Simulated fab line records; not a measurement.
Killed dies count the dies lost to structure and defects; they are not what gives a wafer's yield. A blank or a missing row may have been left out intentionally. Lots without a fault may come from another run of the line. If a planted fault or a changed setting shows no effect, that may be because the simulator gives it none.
Which of the tools did it?    flow sfq line    42 wafers sampled from 14 lots at 1 step of a route of 325

WHAT THE GAUGES READ, wafer by wafer
SFQ_L0V_OVL_MEAS_903. Usual: for L0V_OVL the level is -2 nm and the standard deviation is 6.1.
lot   measured      on          L0V_OVL (nm)  flag
L483  day 5 02:52   overlay-01  -10 -10 -5    
L485  day 5 10:04   overlay-01  -15 -9 -6     
L487  day 5 22:05   overlay-02  0 -2 -7       
L488  day 6 00:28   overlay-02  -11 -9 -15    
L490  day 6 17:16   overlay-01  -4 -3 -3      
L491  day 6 18:28   overlay-01  3 -2 4        
L492  day 9 20:40   overlay-01  6 3 2         
L493  day 10 05:04  overlay-02  4 -4 5        
L494  day 10 09:52  overlay-01  -1 2 -11      
L499  day 11 21:02  overlay-01  -3 5 2        
L502  day 12 16:14  overlay-02  8 10 8        
L503  day 13 04:14  overlay-02  -1 5 4        
L505  day 13 16:14  overlay-02  1 -6 -12      
L506  day 13 19:50  overlay-02  -16 -3 -7     

WHICH TOOL RAN EACH LOT (tool, then ch and the chambers of the sampled wafers, then the start)
No process step before these readings appears in the record.

AS READ BY THE TOOLS THEMSELVES (means over the sampled wafers that have a number; for cases with no such wafer, the mark the record gives instead)
The record holds no such reading with a usual standard deviation.

THE ANSWER, worked out from the rows above alone
Rule: a lot counts as off when the mean over its wafers that have a number is more than 3 standard deviations away from the usual mean. Also off: a lot with no number at a reading for which 4 or more lots have one. The other lots that the step has rows for count as sound. Order of review: gauges by route order, followed by the tools' own readings, for which a lot's mean as printed above is used. The first step at which some lot is off is used, and at that step the reading that is off furthest; a lot without a number counts as furthest.
None of the lots is off at any reading shown; this tells nothing.

WHAT THE SIMULATOR HAD PUT IN
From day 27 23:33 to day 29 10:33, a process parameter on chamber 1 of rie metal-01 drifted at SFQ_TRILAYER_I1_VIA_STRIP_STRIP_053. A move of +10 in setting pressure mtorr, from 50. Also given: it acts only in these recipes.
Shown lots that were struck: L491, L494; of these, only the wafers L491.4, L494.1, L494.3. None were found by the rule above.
